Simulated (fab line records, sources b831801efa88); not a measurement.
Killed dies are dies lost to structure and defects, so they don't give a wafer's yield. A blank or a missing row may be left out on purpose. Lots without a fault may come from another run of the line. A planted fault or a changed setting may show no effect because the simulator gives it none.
Which tool did it? | flow sky130 | 11 lots, 33 wafers sampled, at 5 steps of a route of 708

WHAT THE GAUGES READ, wafer by wafer
SKY_CAP2M_THK_MEAS_04: measures by xrf. Usual: CAP2M_TIN_THK 201.9 nm, standard deviation 2.
lot  | measured     | on            | CAP2M_TIN_THK (nm) | flag
L615 | day 39 12:01 | film_metro-03 | 199.9 205.2 202.9  |
L617 | day 40 13:17 | film_metro-03 | 200.7 200.7 199.8  |
L620 | day 41 06:59 | film_metro-02 | 204.4 203.7 202.5  |
L625 | day 42 19:42 | film_metro-01 | 201.0 202.2 199.6  |
L626 | day 43 02:34 | film_metro-01 | 202.6 204.3 201.7  |
L629 | day 43 22:52 | film_metro-03 | 201.9 201.3 200.3  |
L632 | day 44 16:48 | film_metro-01 | 202.4 203.2 203.7  |
L633 | day 44 19:53 | film_metro-02 | 199.9 201.9 201.0  |
L634 | day 45 05:41 | film_metro-03 | 200.7 201.3 202.1  |
L637 | day 46 01:01 | film_metro-03 | 199.9 201.8 202.2  |
L638 | day 46 06:09 | film_metro-03 | 200.7 200.4 201.9  |

SKY_VIA4_OVL_MEAS_11. Usual: VIA4_OVL -0.8 nm, standard deviation 1.7.
lot  | measured     | on         | VIA4_OVL (nm)  | flag
L615 | day 42 15:22 | overlay-01 | 1.4 0.4 0.0    |
L617 | day 43 13:37 | overlay-01 | 0.9 -0.9 -1.7  |
L620 | day 44 05:31 | overlay-01 | -3.6 -1.7 -2.7 |
L625 | day 45 15:41 | overlay-01 | -0.1 0.1 1.1   |
L626 | day 45 22:25 | overlay-01 | -0.6 -0.9 -1.6 |
L629 | day 46 16:41 | overlay-01 | -1.2 -0.6 -1.0 |
L632 | day 47 09:16 | overlay-02 | 1.1 0.6 -0.1   |
L633 | day 47 12:03 | overlay-01 | 1.2 -0.6 -0.1  |
L634 | day 47 20:59 | overlay-02 | -3.3 -2.2 -3.8 |
L637 | day 48 13:51 | overlay-01 | 1.0 0.7 0.1    |
L638 | day 48 18:16 | overlay-01 | 0.4 2.8 2.3    |

WHICH TOOL RAN EACH LOT (tool, then ch and the chambers of the sampled wafers, then the start)
lot  | SKY_METAL4_SPUTTER_01        | SKY_METAL4_METAL_ETCH_18          | SKY_METAL4_STRIP_19
L615 | pvd_sputter-01, day 39 11:33 | rie_metal-01 ch 1, day 41 14:08   | plasma_asher-01 ch 0,1, day 41 14:25
L617 | pvd_sputter-03, day 40 12:49 | rie_metal-01 ch 1, day 42 13:09   | plasma_asher-01 ch 0,1, day 42 13:25
L620 | pvd_sputter-01, day 41 06:33 | rie_metal-04 ch 0,1, day 43 06:04 | plasma_asher-03 ch 0,1, day 43 06:14
L625 | pvd_sputter-01, day 42 19:15 | rie_metal-04 ch 0,1, day 44 17:13 | plasma_asher-04 ch 0,1, day 44 17:24
L626 | pvd_sputter-01, day 43 02:06 | rie_metal-02 ch 1, day 45 00:04   | plasma_asher-04 ch 0,1, day 45 00:14
L629 | pvd_sputter-01, day 43 22:25 | rie_metal-04 ch 0,1, day 45 19:10 | plasma_asher-03 ch 1, day 45 19:20
L632 | pvd_sputter-01, day 44 16:21 | rie_metal-01 ch 0,1, day 46 12:22 | plasma_asher-03 ch 0,1, day 46 12:32
L633 | pvd_sputter-01, day 44 19:25 | rie_metal-01 ch 0,1, day 46 15:11 | plasma_asher-03 ch 0,1, day 46 15:20
L634 | pvd_sputter-02, day 45 05:14 | rie_metal-01 ch 0,1, day 47 00:11 | plasma_asher-03 ch 0,1, day 47 00:22
L637 | pvd_sputter-01, day 46 00:33 | rie_metal-02 ch 0,1, day 47 17:27 | plasma_asher-03 ch 0,1, day 47 17:36
L638 | pvd_sputter-02, day 46 05:42 | rie_metal-02 ch 0,1, day 47 22:58 | plasma_asher-01 ch 0, day 47 23:09
- SKY_METAL4_SPUTTER_01: material TiN, target thk 20 nm, time 16.7 s.
- SKY_METAL4_METAL_ETCH_18: etches the open film in Cl2/BCl3, stops on SiO2, target depth 845 nm, time 183.1 s.
- SKY_METAL4_STRIP_19: strips in O2/N2.

WHAT THE TOOLS THEMSELVES READ (means of the sampled wafers that have a number; where no wafer has one, the mark that the record gives instead)
SKY_METAL4_SPUTTER_01. Usual: throttle_valve_pct 29.6 %, standard deviation 1.1.
lot  | tool           | throttle_valve_pct (%) | flag
L615 | pvd_sputter-01 | 30.4                   |
L617 | pvd_sputter-03 | 29.7                   |
L620 | pvd_sputter-01 | 29.1                   |
L625 | pvd_sputter-01 | 29.8                   |
L626 | pvd_sputter-01 | 30.3                   |
L629 | pvd_sputter-01 | 30.0                   |
L632 | pvd_sputter-01 | 29.5                   |
L633 | pvd_sputter-01 | 28.7                   |
L634 | pvd_sputter-02 | 29.5                   |
L637 | pvd_sputter-01 | 29.4                   |
L638 | pvd_sputter-02 | 30.5                   |

SKY_METAL4_METAL_ETCH_18. Usual: drypump_motor_current_A 6.1 A, standard deviation 0.49; oes_product_au 0.866 a.u., standard deviation 0.0059; rf_fwd_power_W 895.9 W, standard deviation 2.7; throttle_valve_pct 22.265 %, standard deviation 0.0089.
lot  | tool         | drypump_motor_current_A (A) | oes_product_au (a.u.) | rf_fwd_power_W (W) | throttle_valve_pct (%) | flag
L615 | rie_metal-01 | 6.7                         | 0.867                 | 895.2              | 22.268                 |
L617 | rie_metal-01 | 6.7                         | 0.871                 | 897.8              | 22.265                 |
L620 | rie_metal-04 | 6.4                         | 0.868                 | 899.3              | 22.271                 |
L625 | rie_metal-04 | 6.2                         | 0.866                 | 896.3              | 22.270                 |
L626 | rie_metal-02 | 5.3                         | 0.874                 | 894.2              | 22.261                 |
L629 | rie_metal-04 | 6.2                         | 0.865                 | 900.3              | 22.260                 |
L632 | rie_metal-01 | 6.4                         | 0.862                 | 896.4              | 22.261                 |
L633 | rie_metal-01 | 6.2                         | 0.866                 | 893.5              | 22.269                 |
L634 | rie_metal-01 | 6.2                         | 0.867                 | 891.7              | 22.271                 |
L637 | rie_metal-02 | 5.5                         | 0.863                 | 894.2              | 22.267                 |
L638 | rie_metal-02 | 5.5                         | 0.870                 | 896.7              | 22.263                 |

SKY_METAL4_STRIP_19. Usual: drypump_motor_current_A 5.6 A, standard deviation 0.42; oes_product_au 0.501 a.u., standard deviation 0.0053; strip_time_to_endpoint_s 6.50 s, standard deviation 0.071.
lot  | tool            | drypump_motor_current_A (A) | oes_product_au (a.u.) | strip_time_to_endpoint_s (s) | flag
L615 | plasma_asher-01 | 5.5                         | 0.506                 | 6.62                         |
L617 | plasma_asher-01 | 5.5                         | 0.497                 | 6.47                         |
L620 | plasma_asher-03 | 5.6                         | 0.501                 | 6.45                         |
L625 | plasma_asher-04 | 5.4                         | 0.517                 | 6.89                         | OFF
L626 | plasma_asher-04 | 5.2                         | 0.498                 | 6.54                         |
L629 | plasma_asher-03 | 5.4                         | 0.526                 | 7.02                         | OFF
L632 | plasma_asher-03 | 5.6                         | 0.506                 | 6.55                         |
L633 | plasma_asher-03 | 5.8                         | 0.503                 | 6.50                         |
L634 | plasma_asher-03 | 5.9                         | 0.501                 | 6.57                         |
L637 | plasma_asher-03 | 5.8                         | 0.505                 | 6.56                         |
L638 | plasma_asher-01 | 5.2                         | 0.500                 | 6.42                         |

THE ANSWER, worked out from the rows above alone
Rule: a lot is off if the mean of its wafers that have a number lies more than 3 standard deviations from the usual mean. A lot without any number at a reading at which 4 lots or more have one is off too. The other lots that the step has rows for count as sound. The gauges are gone through in route order, then the tools' own readings, and for those a lot's mean is taken as printed above. The first step at which some lot is off is used, and at that step the reading that is off furthest; a lot without a number counts as furthest.
Off: L625, L629, at SKY_METAL4_STRIP_19 (strip_time_to_endpoint_s).
A tool fits if, at that step or a process step before it, it ran every lot that is off, and no sound lot after the first of them. One fits: rie_metal-04 at SKY_METAL4_METAL_ETCH_18. Its last sound lot is L620 (day 43 06:04), its first lot that is off L625 (day 44 17:13): a fault that began between those two fits.

WHAT THE SIMULATOR HAD PUT IN
Process parameter drift: rie_metal-04, from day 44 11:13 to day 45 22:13, at SKY_METAL4_METAL_ETCH_18. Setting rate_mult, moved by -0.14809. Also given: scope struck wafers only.
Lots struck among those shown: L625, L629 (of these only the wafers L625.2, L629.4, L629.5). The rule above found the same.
